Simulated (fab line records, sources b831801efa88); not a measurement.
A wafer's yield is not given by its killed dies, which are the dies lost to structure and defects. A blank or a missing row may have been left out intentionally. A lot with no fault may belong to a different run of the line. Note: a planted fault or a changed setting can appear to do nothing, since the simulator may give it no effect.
Which tool was responsible?	flow gf180mcu	Sampling: 14 lots, 42 wafers, 4 of 602 route steps

## WHAT THE GAUGES SHOWED, per wafer
GF_HV_LDD_OVL_MEAS_32.
lot	measured	on	HV_LDD_02_OVL (nm)
L855	day 11 14:58	overlay-02	2.1 -0.4 0.6
L856	day 12 11:31	overlay-02	0.2 -0.9 -1.9
L857	day 12 13:35	overlay-01	1.0 -1.2 0.1
L860	day 13 08:52	overlay-02	-0.7 -0.3 0.0
L863	day 13 22:35	overlay-02	-0.5 0.2 0.3
L862	day 14 00:44	overlay-01	-2.6 -1.9 -1.0
L868	day 15 13:22	overlay-02	-1.4 -0.6 -0.6
L869	day 15 22:59	overlay-01	0.2 0.3 -0.5
L871	day 16 13:31	overlay-01	1.9 2.4 1.5
L873	day 17 08:43	overlay-01	-0.1 -0.3 2.2
L874	day 17 20:31	overlay-02	-1.7 -0.6 -1.9
L876	day 18 14:26	overlay-02	-1.0 -0.4 0.4
L877	day 18 15:43	overlay-02	-1.7 -1.4 -1.3
L878	day 18 23:32	overlay-01	2.1 -0.3 1.2

GF_SAB_THK_MEAS_01.
lot	measured	on	SAB_CVD_00_THK (nm)
L855	day 14 06:31	film metro-02	48.9 49.9 50.2
L856	day 15 04:42	film metro-01	49.2 50.1 49.8
L857	day 15 08:22	film metro-02	48.7 49.2 50.3
L860	day 16 03:44	film metro-01	49.4 49.9 50.5
L863	day 16 19:53	film metro-01	95.9 97.1 97.0
L862	day 16 22:31	film metro-04	96.0 97.3 96.6
L868	day 18 14:17	film metro-04	50.2 51.3 51.1
L869	day 19 01:10	film metro-04	49.7 50.5 50.7
L871	day 19 17:33	film metro-01	48.5 48.5 49.5
L873	day 20 14:55	film metro-04	49.0 50.2 50.0
L874	day 21 00:17	film metro-04	49.3 49.2 50.2
L876	day 21 19:02	film metro-01	50.1 50.3 50.4
L877	day 21 20:26	film metro-04	48.2 48.8 49.4
L878	day 22 03:35	film metro-04	49.7 50.3 50.4

GF_CONTACT_CD_MEAS_14 targets a cd of 220 nm.
lot	measured	on	cd nm (nm)
L855	day 16 02:14	cd sem-02	219.8 221.1 222.7
L856	day 17 03:08	cd sem-01	219.9 220.9 219.2
L857	day 17 06:42	cd sem-02	221.2 222.1 221.6
L860	day 18 02:26	cd sem-02	218.8 218.2 218.4
L863	day 18 19:29	cd sem-02	220.8 221.2 220.9
L862	day 18 23:41	cd sem-01	219.5 218.8 217.8
L868	day 20 16:09	cd sem-01	218.4 219.2 219.3
L869	day 21 03:07	cd sem-02	219.5 221.2 219.3
L871	day 21 19:04	cd sem-01	218.4 218.2 217.3
L873	day 22 15:43	cd sem-02	219.6 220.2 219.4
L874	day 23 00:12	cd sem-01	217.8 218.1 217.8
L876	day 23 18:22	cd sem-02	220.3 219.0 220.6
L877	day 23 19:06	cd sem-01	219.1 220.7 220.7
L878	day 24 02:02	cd sem-01	219.9 219.7 218.7

## TOOL THAT RAN EACH LOT (tool first, then ch and the chambers of the sampled wafers, then the start)
lot	GF_SAB_CVD_00
L855	pecvd-01 ch 1,2, day 14 06:30
L856	pecvd-03 ch 1,2, day 15 04:41
L857	pecvd-03 ch 0,1,2, day 15 08:21
L860	pecvd-01 ch 0,1,2, day 16 03:43
L863	pecvd-01 ch 1,2, day 16 19:51
L862	pecvd-01 ch 0,1, day 16 22:29
L868	pecvd-03 ch 0,2, day 18 14:17
L869	pecvd-03 ch 0,1, day 19 01:08
L871	pecvd-04 ch 0,1, day 19 17:31
L873	pecvd-04 ch 1,2, day 20 14:53
L874	pecvd-01 ch 1,2, day 21 00:16
L876	pecvd-03 ch 0,2, day 21 19:01
L877	pecvd-04 ch 0,1,2, day 21 20:25
L878	pecvd-03 ch 1,2, day 22 03:34
- GF_SAB_CVD_00: deposits SiO2 from TEOS, target thk 50 nm, time 4.9302 s.

## AS READ BY THE TOOLS THEMSELVES (means over the sampled wafers that have a number; for cases with no such wafer, the mark the record gives instead)
GF_SAB_CVD_00.
lot	tool	heater power w (W)
L855	pecvd-01	744
L856	pecvd-03	613
L857	pecvd-03	694
L860	pecvd-01	706
L863	pecvd-01	736
L862	pecvd-01	797
L868	pecvd-03	633
L869	pecvd-03	604
L871	pecvd-04	545
L873	pecvd-04	558
L874	pecvd-01	804
L876	pecvd-03	666
L877	pecvd-04	554
L878	pecvd-03	644

## THE ANSWER, worked out from the rows above alone
Rule: usual is defined by the lots themselves. The widest of any qualifying gaps counts: lots, ordered by their means at a reading, are off when they make up no more than a third of the lots, leave a main group of 4 or more, and stand apart from it by 3 or more times the standard deviation of that group's means. Not used: any main group whose means are identical at the precision the tables above print for the reading. A lot without any number at a reading at which 4 lots or more have one is off too. Any other lot the step has rows for is counted as sound. Order of review: gauges by route order, followed by the tools' own readings, for which a lot's mean as printed above is used. The first step at which some lot is off is used, and at that step the reading that is off furthest; a lot without a number counts as furthest.
Off: L863, L862, at GF_SAB_THK_MEAS_01 (SAB_CVD_00_THK). The main group: mean 49.8 nm, standard deviation 0.57.
If a tool, at a process step before that reading, ran all the lots that are off and no sound lot after the first of them, it fits. Gauges at GF_SAB_THK_MEAS_01: tried the same way as those tools. No candidate that was tried fits.

## WHAT THE SIMULATOR HAD INSERTED
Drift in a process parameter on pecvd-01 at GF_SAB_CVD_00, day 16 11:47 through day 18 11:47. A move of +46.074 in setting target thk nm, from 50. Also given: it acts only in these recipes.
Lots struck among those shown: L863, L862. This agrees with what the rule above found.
